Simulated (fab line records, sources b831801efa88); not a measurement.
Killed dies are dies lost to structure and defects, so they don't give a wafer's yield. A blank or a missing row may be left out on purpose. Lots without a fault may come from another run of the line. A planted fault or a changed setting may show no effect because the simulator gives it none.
Which tool did it? | flow sky130 | 12 lots, 36 wafers sampled, at 6 steps of a route of 708

WHAT THE GAUGES READ, wafer by wafer
SKY_FIELD_ISO_THK_MEAS_25.
lot  | measured    | on            | FIELD_ISO_CVD_24_THK (nm)
L428 | day 2 07:16 | film_metro-02 | 585 579 589
L432 | day 3 05:24 | film_metro-02 | 587 578 596
L433 | day 3 08:31 | film_metro-04 | 595 603 598
L435 | day 3 21:56 | film_metro-03 | 594 600 592
L437 | day 4 06:35 | film_metro-04 | 773 599 773
L438 | day 4 10:31 | film_metro-02 | 605 599 593
L439 | day 4 15:58 | film_metro-02 | 596 778 777
L440 | day 4 21:16 | film_metro-03 | 601 599 601
L441 | day 5 04:04 | film_metro-04 | 601 590 602
L442 | day 5 06:56 | film_metro-04 | 594 601 776
L447 | day 6 09:22 | film_metro-04 | 594 600 590
L451 | day 7 13:22 | film_metro-03 | 598 599 588

SKY_NWELL_TW_MEAS_15.
lot  | measured     | on            | NWELL_TW
L428 | day 4 12:56  | film_metro-03 | 1808 1810 1811
L432 | day 5 13:34  | film_metro-04 | 1852 1851 1853
L433 | day 5 18:46  | film_metro-04 | 1855 1845 1845
L435 | day 6 07:17  | film_metro-01 | 1842 1846 1852
L437 | day 6 18:31  | film_metro-04 | 1845 1841 1832
L438 | day 6 20:25  | film_metro-01 | 1839 1846 1840
L439 | day 7 04:21  | film_metro-03 | 1827 1832 1834
L440 | day 7 09:37  | film_metro-01 | 1840 1847 1842
L441 | day 7 17:01  | film_metro-04 | 1838 1855 1849
L442 | day 7 21:03  | film_metro-01 | 1829 1829 1832
L447 | day 9 11:49  | film_metro-01 | 1854 1844 1848
L451 | day 10 09:40 | film_metro-03 | 1821 1816 1810

SKY_NWELL_OVL_MEAS_23.
lot  | measured     | on         | NWELL_01_OVL (nm)
L428 | day 5 05:42  | overlay-01 | 1.2 -0.7 -0.4
L432 | day 6 08:08  | overlay-02 | 1.6 0.8 0.6
L433 | day 6 12:44  | overlay-02 | -1.4 -0.8 1.3
L435 | day 7 00:56  | overlay-02 | 0.8 0.4 2.8
L437 | day 7 13:51  | overlay-02 | 0.6 0.3 0.4
L438 | day 7 15:36  | overlay-01 | 0.7 0.7 0.3
L439 | day 8 00:18  | overlay-01 | 3.0 2.6 3.4
L440 | day 8 05:14  | overlay-01 | 2.2 3.0 1.0
L441 | day 8 12:39  | overlay-02 | 3.1 3.6 2.7
L442 | day 8 17:47  | overlay-01 | 4.0 2.8 3.7
L447 | day 10 09:47 | overlay-02 | 1.7 2.6 2.1
L451 | day 11 08:32 | overlay-02 | 2.4 2.5 3.8

WHICH TOOL RAN EACH LOT (tool, then ch and the chambers of the sampled wafers, then the start)
lot  | SKY_FIELD_ISO_CVD_24            | SKY_FIELD_ISO_CMP_27         | SKY_DNWELL_STRIP_08
L428 | hdpcvd-02 ch 0,2, day 2 07:09   | cmp-02 ch 1,2,3, day 2 08:49 | plasma_asher-03 ch 0,1, day 3 03:08
L432 | hdpcvd-02 ch 0,1, day 3 05:20   | cmp-01 ch 1,2, day 3 06:58   | plasma_asher-01 ch 0,1, day 4 02:22
L433 | hdpcvd-01 ch 2, day 3 08:24     | cmp-02 ch 1,2,3, day 3 11:17 | plasma_asher-01 ch 0,1, day 4 07:11
L435 | hdpcvd-01 ch 0,1,2, day 3 21:51 | cmp-01 ch 0,1,2, day 3 23:33 | plasma_asher-03 ch 0,1, day 4 18:53
L437 | hdpcvd-01 ch 0,1,2, day 4 06:31 | cmp-01 ch 0,1,2, day 4 09:12 | plasma_asher-02 ch 0,1, day 5 04:47
L438 | hdpcvd-02 ch 0,1,2, day 4 10:26 | cmp-01 ch 1,2,3, day 4 12:07 | plasma_asher-03 ch 0,1, day 5 07:32
L439 | hdpcvd-01 ch 0,1,2, day 4 15:54 | cmp-02 ch 0,1, day 4 18:33   | plasma_asher-01 ch 0,1, day 5 15:25
L440 | hdpcvd-02 ch 0,2, day 4 21:12   | cmp-02 ch 1,2, day 4 23:06   | plasma_asher-03 ch 0,1, day 5 20:55
L441 | hdpcvd-02 ch 0,1,2, day 5 03:59 | cmp-01 ch 0,1,2, day 5 05:40 | plasma_asher-02 ch 0,1, day 6 03:05
L442 | hdpcvd-01 ch 0,1,2, day 5 06:52 | cmp-01 ch 0,2,3, day 5 09:55 | plasma_asher-02 ch 0,1, day 6 07:26
L447 | hdpcvd-02 ch 0,1,2, day 6 09:17 | cmp-01 ch 0,2,3, day 6 17:13 | plasma_asher-02 ch 0,1, day 7 17:00
L451 | hdpcvd-02 ch 0,1,2, day 7 13:17 | cmp-01 ch 0,1,2, day 7 14:58 | plasma_asher-01 ch 0, day 8 13:50
- SKY_FIELD_ISO_CVD_24: deposits SiO2, target thk 595 nm, time 99.2 s.
- SKY_FIELD_ISO_CMP_27: polishes, stops on Si3N4, t overpolish 16 s, target thk 457.8 nm.
- SKY_DNWELL_STRIP_08: strips in O2/N2.

WHAT THE TOOLS THEMSELVES READ (means of the sampled wafers that have a number; where no wafer has one, the mark that the record gives instead)
SKY_FIELD_ISO_CMP_27.
lot  | tool   | motor_current_A (A) | time_to_endpoint_s (s)
L428 | cmp-02 | 12.4                | 113
L432 | cmp-01 | 12.6                | 115
L433 | cmp-02 | 12.7                | 115
L435 | cmp-01 | 13.8                | 110
L437 | cmp-01 | 13.2                | 138
L438 | cmp-01 | 12.8                | 111
L439 | cmp-02 | 12.1                | 137
L440 | cmp-02 | 12.7                | 116
L441 | cmp-01 | 14.0                | 115
L442 | cmp-01 | 12.8                | 129
L447 | cmp-01 | 13.1                | 115
L451 | cmp-01 | 13.1                | 109

SKY_DNWELL_STRIP_08.
lot  | tool            | drypump_motor_current_A (A) | oes_product_au (a.u.) | strip_time_to_endpoint_s (s)
L428 | plasma_asher-03 | 6.0                         | 0.719                 | 37.04
L432 | plasma_asher-01 | 6.4                         | 0.723                 | 36.93
L433 | plasma_asher-01 | 6.4                         | 0.724                 | 36.94
L435 | plasma_asher-03 | 6.1                         | 0.721                 | 36.87
L437 | plasma_asher-02 | 5.3                         | 0.720                 | 36.91
L438 | plasma_asher-03 | 6.1                         | 0.720                 | 36.86
L439 | plasma_asher-01 | 6.4                         | 0.725                 | 36.97
L440 | plasma_asher-03 | 6.0                         | 0.718                 | 36.93
L441 | plasma_asher-02 | 5.1                         | 0.726                 | 36.89
L442 | plasma_asher-02 | 5.1                         | 0.723                 | 36.84
L447 | plasma_asher-02 | 5.3                         | 0.720                 | 36.91
L451 | plasma_asher-01 | 6.4                         | 0.720                 | 36.81

THE ANSWER, worked out from the rows above alone
Rule: what is usual is taken from the lots themselves. Put in order of their means at a reading, lots are off if they are a third of the lots or fewer, leave a main group of 4 or more, and stand apart from it by a gap of 3 or more times the standard deviation of the main group's means; of several such gaps the widest counts. A main group whose means are all the same, to the digits that the tables above print for the reading, isn't used. A lot without any number at a reading at which 4 lots or more have one is off too. The other lots that the step has rows for count as sound. The gauges are gone through in route order, then the tools' own readings, and for those a lot's mean is taken as printed above. The first step at which some lot is off is used, and at that step the reading that is off furthest; a lot without a number counts as furthest.
Off: L437, L439, L442, at SKY_FIELD_ISO_THK_MEAS_25 (FIELD_ISO_CVD_24_THK). The main group: mean 595 nm, standard deviation 5.2.
A tool fits if, at a process step before that reading, it ran every lot that is off, and no sound lot after the first of them. The gauges at SKY_FIELD_ISO_THK_MEAS_25 aren't tried: what is off there is off at SKY_FIELD_ISO_CMP_27 too, on other tools, and a gauge's error can't cause that. One fits: hdpcvd-01 at SKY_FIELD_ISO_CVD_24. Its last sound lot is L435 (day 3 21:51), its first lot that is off L437 (day 4 06:31): a fault that began between those two fits.

WHAT THE SIMULATOR HAD PUT IN
Process parameter drift: hdpcvd-01, from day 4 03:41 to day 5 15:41, at SKY_FIELD_ISO_CVD_24. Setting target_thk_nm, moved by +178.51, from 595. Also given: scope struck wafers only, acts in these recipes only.
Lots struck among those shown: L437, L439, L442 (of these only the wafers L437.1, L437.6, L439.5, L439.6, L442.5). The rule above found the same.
